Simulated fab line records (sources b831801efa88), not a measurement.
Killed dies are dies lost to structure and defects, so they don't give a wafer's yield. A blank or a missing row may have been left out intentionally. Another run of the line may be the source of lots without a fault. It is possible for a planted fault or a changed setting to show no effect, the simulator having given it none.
Which tool was responsible? + flow gf180mcu + Sampling: 13 lots, 39 wafers, 3 of 602 route steps

WHAT THE GAUGES READ, wafer by wafer
GF_V5_CD_MEAS_14 targets a cd of 260 nm.
| lot  | measured     | on       | cdNm (nm)         |
|------|--------------|----------|-------------------|
| L701 | day 27 05:16 | cdSem-02 | 260.4 260.6 259.3 |
| L702 | day 27 08:54 | cdSem-01 | 261.9 261.8 262.2 |
| L703 | day 27 19:55 | cdSem-02 | 259.7 260.5 261.0 |
| L706 | day 28 22:05 | cdSem-02 | 258.6 258.2 259.7 |
| L709 | day 29 20:39 | cdSem-01 | 258.9 260.4 261.0 |
| L711 | day 30 05:54 | cdSem-01 | 259.7 260.3 260.2 |
| L713 | day 30 15:38 | cdSem-01 | 261.5 260.4 259.8 |
| L716 | day 31 18:59 | cdSem-02 | 260.7 261.2 260.7 |
| L717 | day 31 21:02 | cdSem-02 | 261.4 261.1 261.3 |
| L718 | day 31 22:02 | cdSem-02 | 261.2 260.1 260.1 |
| L720 | day 32 08:43 | cdSem-02 | 261.2 261.6 261.4 |
| L721 | day 32 14:29 | cdSem-02 | 256.7 258.4 257.8 |
| L724 | day 33 15:38 | cdSem-02 | 259.0 261.3 260.9 |

GF_PASSIVATION_THK_MEAS_01.
| lot  | measured     | on           | PASSIVATION_CVD_00_THK (nm) |
|------|--------------|--------------|-----------------------------|
| L701 | day 28 03:29 | filmMetro-02 | 999 1010 1005               |
| L702 | day 28 14:27 | filmMetro-02 | 988 973 999                 |
| L703 | day 28 18:04 | filmMetro-02 | 1005 999 1022               |
| L706 | day 29 19:56 | filmMetro-04 | 992 987 997                 |
| L709 | day 30 17:13 | filmMetro-02 | 983 995 994                 |
| L711 | day 31 01:49 | filmMetro-04 | 993 981 1004                |
| L713 | day 31 11:44 | filmMetro-04 | 999 1018 1021               |
| L716 | day 32 15:13 | filmMetro-03 | 981 1000 1006               |
| L717 | day 32 15:43 | filmMetro-04 | 988 1019 1001               |
| L718 | day 32 17:14 | filmMetro-04 | 991 1007 1012               |
| L720 | day 33 03:25 | filmMetro-04 | 984 1006 1010               |
| L721 | day 33 09:17 | filmMetro-04 | 999 992 1007                |
| L724 | day 34 08:52 | filmMetro-04 | 1000 1016 1004              |

EACH LOT AND THE TOOL THAT RAN IT (in order: tool; ch and the chambers of the sampled wafers; start)
| lot  | GF_MIM_SPUTTER_09           |
|------|-----------------------------|
| L701 | pvdSputter-04, day 24 11:39 |
| L702 | pvdSputter-03, day 24 16:47 |
| L703 | pvdSputter-04, day 25 04:54 |
| L706 | pvdSputter-01, day 26 08:50 |
| L709 | pvdSputter-01, day 27 07:31 |
| L711 | pvdSputter-01, day 27 18:10 |
| L713 | pvdSputter-01, day 28 05:14 |
| L716 | pvdSputter-03, day 29 11:03 |
| L717 | pvdSputter-04, day 29 13:43 |
| L718 | pvdSputter-03, day 29 15:32 |
| L720 | pvdSputter-03, day 30 01:35 |
| L721 | pvdSputter-03, day 30 08:43 |
| L724 | pvdSputter-04, day 31 12:03 |
- GF_MIM_SPUTTER_09: material TiN, target thk 35 nm, time 29.2 s.

AS READ BY THE TOOLS THEMSELVES (means over the sampled wafers that have a number; for cases with no such wafer, the mark the record gives instead)
GF_MIM_SPUTTER_09.
| lot  | tool          | throttleValvePct (%) |
|------|---------------|----------------------|
| L701 | pvdSputter-04 | 29.6                 |
| L702 | pvdSputter-03 | 30.1                 |
| L703 | pvdSputter-04 | 29.7                 |
| L706 | pvdSputter-01 | 30.5                 |
| L709 | pvdSputter-01 | 30.3                 |
| L711 | pvdSputter-01 | 30.4                 |
| L713 | pvdSputter-01 | 30.4                 |
| L716 | pvdSputter-03 | 30.0                 |
| L717 | pvdSputter-04 | 30.8                 |
| L718 | pvdSputter-03 | 30.1                 |
| L720 | pvdSputter-03 | 30.1                 |
| L721 | pvdSputter-03 | 29.5                 |
| L724 | pvdSputter-04 | 29.6                 |

THE ANSWER, worked out from the rows above alone
Rule: the lots themselves supply what counts as usual. The widest of any qualifying gaps counts: lots, ordered by their means at a reading, are off when they make up no more than a third of the lots, leave a main group of 4 or more, and stand apart from it by 3 or more times the standard deviation of that group's means. Not used: any main group whose means are identical at the precision the tables above print for the reading. Also off: a lot with no number at a reading for which 4 or more lots have one. Any other lot the step has rows for is counted as sound. Order of review: gauges by route order, followed by the tools' own readings, for which a lot's mean as printed above is used. At the first step where some lot is off, the reading lying furthest off is the one used; lots without a number count as furthest.
Nothing can be told from this: no lot is off at any reading shown.

WHAT HAD BEEN PUT IN BY THE SIMULATOR
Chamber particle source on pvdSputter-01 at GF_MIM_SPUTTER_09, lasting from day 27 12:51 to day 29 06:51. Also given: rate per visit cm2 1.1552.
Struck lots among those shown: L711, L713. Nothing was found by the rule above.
